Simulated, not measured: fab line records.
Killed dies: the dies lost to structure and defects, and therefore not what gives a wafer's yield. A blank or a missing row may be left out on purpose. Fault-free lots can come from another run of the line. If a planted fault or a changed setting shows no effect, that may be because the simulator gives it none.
What tool caused it?    flow sfq_line    42 wafers from 14 lots sampled at 4 of the route's 325 steps

## WHAT THE GAUGES SHOWED, per wafer
No reading from a measuring or inspecting step in the record can be judged against a usual standard deviation.

## EACH LOT AND THE TOOL THAT RAN IT (in order: tool; ch and the chambers of the sampled wafers; start)
lot   SFQ_TRILAYER_R5_DEP_SPUTTER_132  SFQ_TRILAYER_R5_DEP_SPUTTER_134  SFQ_TRILAYER_R5_LITHO_COAT_136     SFQ_TRILAYER_R5_BARC_OPEN_METAL_ETCH_177
L590  pvd_sputter-05, day 61 05:45     pvd_sputter-05, day 61 05:49     litho_track-02 ch 0, day 61 06:19  rie_metal-03 ch 0,1, day 61 12:37
L592  pvd_sputter-03, day 61 20:45     pvd_sputter-03, day 61 20:49     litho_track-01 ch 0, day 61 21:22  rie_metal-02 ch 0,1, day 62 01:49
L593  pvd_sputter-05, day 62 21:52     pvd_sputter-05, day 62 21:56     litho_track-01 ch 0, day 62 22:26  rie_metal-02 ch 0,1, day 66 20:23
L594  pvd_sputter-05, day 63 03:20     pvd_sputter-05, day 63 03:25     litho_track-01 ch 0, day 63 03:55  rie_metal-01 ch 0,1, day 67 05:59
L595  pvd_sputter-05, day 63 06:52     pvd_sputter-05, day 63 06:56     litho_track-01 ch 0, day 63 07:29  rie_metal-02 ch 0,1, day 67 11:33
L599  pvd_sputter-03, day 68 21:46     pvd_sputter-03, day 68 21:50     litho_track-01 ch 0, day 68 22:26  rie_metal-01 ch 0,1, day 69 03:20
L602  pvd_sputter-03, day 69 05:34     pvd_sputter-03, day 69 05:38     litho_track-04 ch 0, day 69 06:14  rie_metal-01 ch 0,1, day 69 10:07
L603  pvd_sputter-03, day 69 11:34     pvd_sputter-03, day 69 11:38     litho_track-01 ch 0, day 69 12:08  rie_metal-02 ch 0,1, day 69 14:07
L604  pvd_sputter-03, day 69 15:50     pvd_sputter-03, day 69 15:55     litho_track-04 ch 0, day 69 16:25  rie_metal-02 ch 0,1, day 69 18:24
L605  pvd_sputter-05, day 69 19:26     pvd_sputter-05, day 69 19:31     litho_track-04 ch 0, day 69 20:01  rie_metal-03 ch 0,1, day 69 22:44
L606  pvd_sputter-05, day 69 22:26     pvd_sputter-05, day 69 22:31     litho_track-04 ch 0, day 69 23:01  rie_metal-01 ch 0,1, day 70 01:16
L607  pvd_sputter-03, day 69 23:34     pvd_sputter-03, day 69 23:38     litho_track-04 ch 0, day 70 00:11  rie_metal-02 ch 1, day 70 02:28
L611  pvd_sputter-03, day 71 01:23     pvd_sputter-03, day 71 01:27     litho_track-01 ch 0, day 71 01:57  rie_metal-02 ch 1, day 71 04:25
L612  pvd_sputter-05, day 71 08:31     pvd_sputter-05, day 71 08:35     litho_track-02 ch 0, day 71 09:08  rie_metal-02 ch 1, day 71 11:06
- SFQ_TRILAYER_R5_DEP_SPUTTER_132: material Ti, target thk 5 nm, time 5 s.
- SFQ_TRILAYER_R5_DEP_SPUTTER_134: material Ti, target thk 5 nm, time 5 s.
- SFQ_TRILAYER_R5_LITHO_COAT_136: resist thk 600 nm.
- SFQ_TRILAYER_R5_BARC_OPEN_METAL_ETCH_177: etches BARC in O2, target depth 125 nm, time 41.7 s.

## WHAT THE TOOLS THEMSELVES READ (means of the sampled wafers that have a number; where no wafer has one, the mark that the record gives instead)
SFQ_TRILAYER_R5_DEP_SPUTTER_132. Usual: throttle_valve_pct at 29.7 %, with a standard deviation of 1.2.
lot   tool            throttle_valve_pct (%)  flag
L590  pvd_sputter-05  30.9                    
L592  pvd_sputter-03  29.2                    
L593  pvd_sputter-05  30.6                    
L594  pvd_sputter-05  30.5                    
L595  pvd_sputter-05  30.3                    
L599  pvd_sputter-03  28.7                    
L602  pvd_sputter-03  28.7                    
L603  pvd_sputter-03  28.6                    
L604  pvd_sputter-03  29.5                    
L605  pvd_sputter-05  30.6                    
L606  pvd_sputter-05  31.3                    
L607  pvd_sputter-03  28.8                    
L611  pvd_sputter-03  29.1                    
L612  pvd_sputter-05  30.1                    

SFQ_TRILAYER_R5_DEP_SPUTTER_134. Usual: throttle_valve_pct at 29.7 %, with a standard deviation of 1.2.
lot   tool            throttle_valve_pct (%)  flag
L590  pvd_sputter-05  30.8                    
L592  pvd_sputter-03  29.1                    
L593  pvd_sputter-05  30.5                    
L594  pvd_sputter-05  30.3                    
L595  pvd_sputter-05  30.3                    
L599  pvd_sputter-03  28.7                    
L602  pvd_sputter-03  28.6                    
L603  pvd_sputter-03  28.8                    
L604  pvd_sputter-03  29.6                    
L605  pvd_sputter-05  30.7                    
L606  pvd_sputter-05  31.3                    
L607  pvd_sputter-03  29.0                    
L611  pvd_sputter-03  29.0                    
L612  pvd_sputter-05  30.0                    

SFQ_TRILAYER_R5_LITHO_COAT_136. Usual: chill_plate_temp_C 23.00 C, standard deviation 0.1; dispense_pressure_kPa 49 kPa, standard deviation 3.4; spin_speed_rpm 3000.5 rpm, standard deviation 2.
lot   tool            chill_plate_temp_C (C)  dispense_pressure_kPa (kPa)  spin_speed_rpm (rpm)  flag
L590  litho_track-02  22.99                   50                           2999.4                
L592  litho_track-01  22.98                   53                           3002.0                
L593  litho_track-01  23.18                   53                           3000.3                
L594  litho_track-01  22.90                   53                           1985.6                OFF
L595  litho_track-01  23.03                   53                           1985.4                OFF
L599  litho_track-01  22.96                   53                           2998.3                
L602  litho_track-04  23.04                   46                           2999.7                
L603  litho_track-01  22.96                   53                           3000.4                
L604  litho_track-04  23.07                   46                           3001.0                
L605  litho_track-04  23.00                   46                           3002.2                
L606  litho_track-04  22.86                   46                           3000.9                
L607  litho_track-04  23.03                   46                           2999.7                
L611  litho_track-01  22.95                   53                           3000.5                
L612  litho_track-02  22.91                   50                           2999.6                

SFQ_TRILAYER_R5_BARC_OPEN_METAL_ETCH_177. Usual: drypump_motor_current_A 5.92 A, standard deviation 0.22; oes_product_au 0.685 a.u., standard deviation 0.0044.
lot   tool          drypump_motor_current_A (A)  oes_product_au (a.u.)  flag
L590  rie_metal-03  5.96                         0.683                  
L592  rie_metal-02  5.68                         0.685                  
L593  rie_metal-02  5.71                         0.683                  
L594  rie_metal-01  6.20                         0.684                  
L595  rie_metal-02  5.71                         0.684                  
L599  rie_metal-01  6.20                         0.685                  
L602  rie_metal-01  6.15                         0.685                  
L603  rie_metal-02  5.70                         0.683                  
L604  rie_metal-02  5.73                         0.684                  
L605  rie_metal-03  5.93                         0.686                  
L606  rie_metal-01  6.17                         0.688                  
L607  rie_metal-02  5.77                         0.684                  
L611  rie_metal-02  5.77                         0.684                  
L612  rie_metal-02  5.72                         0.682                  

## THE ANSWER, worked out from the rows above alone
Rule: a lot counts as off when the mean over its wafers that have a number is more than 3 standard deviations away from the usual mean. Also off: a lot with no number at a reading for which 4 or more lots have one. The other lots that the step has rows for count as sound. Order of review: gauges by route order, followed by the tools' own readings, for which a lot's mean as printed above is used. The first step at which some lot is off is used, and at that step the reading that is off furthest; a lot without a number counts as furthest.
Off: L594, L595 (SFQ_TRILAYER_R5_LITHO_COAT_136, spin_speed_rpm).
If a tool, at that step or one of the process steps before it, ran each lot that is off and ran no sound lot following the first of them, it fits. None of those tried fits.

## WHAT HAD BEEN PUT IN BY THE SIMULATOR
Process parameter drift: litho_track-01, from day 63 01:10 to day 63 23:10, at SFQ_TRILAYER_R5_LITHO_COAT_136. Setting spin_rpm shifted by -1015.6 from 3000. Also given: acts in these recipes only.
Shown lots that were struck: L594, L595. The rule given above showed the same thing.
